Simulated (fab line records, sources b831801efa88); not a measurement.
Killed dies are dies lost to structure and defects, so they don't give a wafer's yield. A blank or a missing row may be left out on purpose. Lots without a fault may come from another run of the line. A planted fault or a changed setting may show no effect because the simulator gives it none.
Which tool did it? | flow sky130 | 13 lots, 39 wafers sampled, at 4 steps of a route of 708

WHAT THE GAUGES READ, wafer by wafer
SKY_METAL1_CD_MEAS_15: target cd 140 nm.
lot  | measured     | on        | cd_nm (nm)
L216 | day 32 18:26 | cd_sem-01 | 139.8 140.0 140.3
L218 | day 33 01:58 | cd_sem-02 | 138.1 138.8 138.7
L219 | day 33 11:48 | cd_sem-01 | 137.6 138.2 138.3
L220 | day 33 19:10 | cd_sem-02 | 143.1 142.3 141.2
L223 | day 35 04:23 | cd_sem-02 | 138.7 138.6 138.7
L230 | day 38 04:54 | cd_sem-02 | 144.3 144.5 144.4
L231 | day 38 05:08 | cd_sem-01 | 139.6 140.0 140.2
L232 | day 38 08:31 | cd_sem-01 | 141.2 141.4 141.7
L234 | day 38 10:53 | cd_sem-02 | 139.8 141.7 142.2
L235 | day 38 15:17 | cd_sem-02 | 139.0 141.1 140.5
L236 | day 38 22:20 | cd_sem-01 | 141.4 141.7 142.1
L238 | day 39 14:56 | cd_sem-01 | 141.6 142.2 143.8
L239 | day 39 22:33 | cd_sem-01 | 140.3 139.2 138.6

SKY_VIA1_OVL_MEAS_13.
lot  | measured     | on         | VIA1_OVL (nm)
L216 | day 33 22:33 | overlay-01 | -14 -8 -4
L218 | day 34 06:06 | overlay-01 | 9 9 5
L219 | day 34 17:54 | overlay-01 | -6 -6 -4
L220 | day 34 23:32 | overlay-01 | -2 -13 -7
L223 | day 36 07:52 | overlay-01 | 1 6 2
L230 | day 39 07:25 | overlay-02 | 3 7 -3
L231 | day 39 07:46 | overlay-02 | -1 -3 2
L232 | day 39 11:14 | overlay-02 | 3 -4 1
L234 | day 39 13:09 | overlay-02 | -7 -5 -2
L235 | day 39 17:46 | overlay-01 | 7 6 1
L236 | day 39 23:55 | overlay-01 | 1 0 8
L238 | day 40 17:15 | overlay-01 | 9 3 2
L239 | day 41 00:46 | overlay-01 | 7 1 4

SKY_METAL2_OVL_MEAS_16.
lot  | measured     | on         | METAL2_OVL (nm)
L216 | day 35 01:59 | overlay-02 | -6 -6 -12
L218 | day 35 10:31 | overlay-01 | -4 -1 8
L219 | day 35 21:37 | overlay-02 | 0 -7 2
L220 | day 36 03:32 | overlay-01 | 5 -3 -2
L223 | day 37 11:19 | overlay-01 | -5 -8 -2
L230 | day 40 10:17 | overlay-01 | 8 -3 0
L231 | day 40 10:17 | overlay-02 | -9 -5 -11
L232 | day 40 14:14 | overlay-01 | 9 5 8
L234 | day 40 16:19 | overlay-01 | -8 -9 1
L235 | day 40 19:52 | overlay-02 | -8 1 -3
L236 | day 41 01:37 | overlay-02 | -8 -13 -7
L238 | day 41 18:49 | overlay-02 | -12 -13 -15
L239 | day 42 02:05 | overlay-01 | -6 0 -4

WHICH TOOL RAN EACH LOT (tool, then ch and the chambers of the sampled wafers, then the start)
lot  | SKY_VIA1_SPUTTER_20
L216 | pvd_sputter-02, day 33 23:17
L218 | pvd_sputter-01, day 34 06:49
L219 | pvd_sputter-04, day 34 18:43
L220 | pvd_sputter-04, day 35 00:14
L223 | pvd_sputter-04, day 36 08:34
L230 | pvd_sputter-02, day 39 08:07
L231 | pvd_sputter-01, day 39 08:29
L232 | pvd_sputter-04, day 39 11:56
L234 | pvd_sputter-04, day 39 13:54
L235 | pvd_sputter-01, day 39 18:29
L236 | pvd_sputter-02, day 40 00:38
L238 | pvd_sputter-01, day 40 17:58
L239 | pvd_sputter-01, day 41 01:30
- SKY_VIA1_SPUTTER_20: material TiN, target thk 20 nm, time 80 s.

WHAT THE TOOLS THEMSELVES READ (means of the sampled wafers that have a number; where no wafer has one, the mark that the record gives instead)
SKY_VIA1_SPUTTER_20.
lot  | tool           | chamber_pressure_pa (Pa) | throttle_valve_pct (%)
L216 | pvd_sputter-02 | 4.998                    | 30.0
L218 | pvd_sputter-01 | 5.005                    | 30.0
L219 | pvd_sputter-04 | 4.996                    | 28.6
L220 | pvd_sputter-04 | 5.257                    | 28.2
L223 | pvd_sputter-04 | 5.266                    | 29.6
L230 | pvd_sputter-02 | 4.994                    | 30.2
L231 | pvd_sputter-01 | 5.003                    | 30.2
L232 | pvd_sputter-04 | 5.000                    | 29.5
L234 | pvd_sputter-04 | 4.992                    | 28.9
L235 | pvd_sputter-01 | 4.989                    | 30.3
L236 | pvd_sputter-02 | 4.999                    | 30.0
L238 | pvd_sputter-01 | 4.997                    | 29.6
L239 | pvd_sputter-01 | 4.987                    | 29.7

THE ANSWER, worked out from the rows above alone
Rule: what is usual is taken from the lots themselves. Put in order of their means at a reading, lots are off if they are a third of the lots or fewer, leave a main group of 4 or more, and stand apart from it by a gap of 3 or more times the standard deviation of the main group's means; of several such gaps the widest counts. A main group whose means are all the same, to the digits that the tables above print for the reading, isn't used. A lot without any number at a reading at which 4 lots or more have one is off too. The other lots that the step has rows for count as sound. The gauges are gone through in route order, then the tools' own readings, and for those a lot's mean is taken as printed above. The first step at which some lot is off is used, and at that step the reading that is off furthest; a lot without a number counts as furthest.
Off: L220, L223, at SKY_VIA1_SPUTTER_20 (chamber_pressure_pa). The main group: mean 4.996 Pa, standard deviation 0.0053.
A tool fits if, at that step or a process step before it, it ran every lot that is off, and no sound lot after the first of them. None of those tried fits.

WHAT THE SIMULATOR HAD PUT IN
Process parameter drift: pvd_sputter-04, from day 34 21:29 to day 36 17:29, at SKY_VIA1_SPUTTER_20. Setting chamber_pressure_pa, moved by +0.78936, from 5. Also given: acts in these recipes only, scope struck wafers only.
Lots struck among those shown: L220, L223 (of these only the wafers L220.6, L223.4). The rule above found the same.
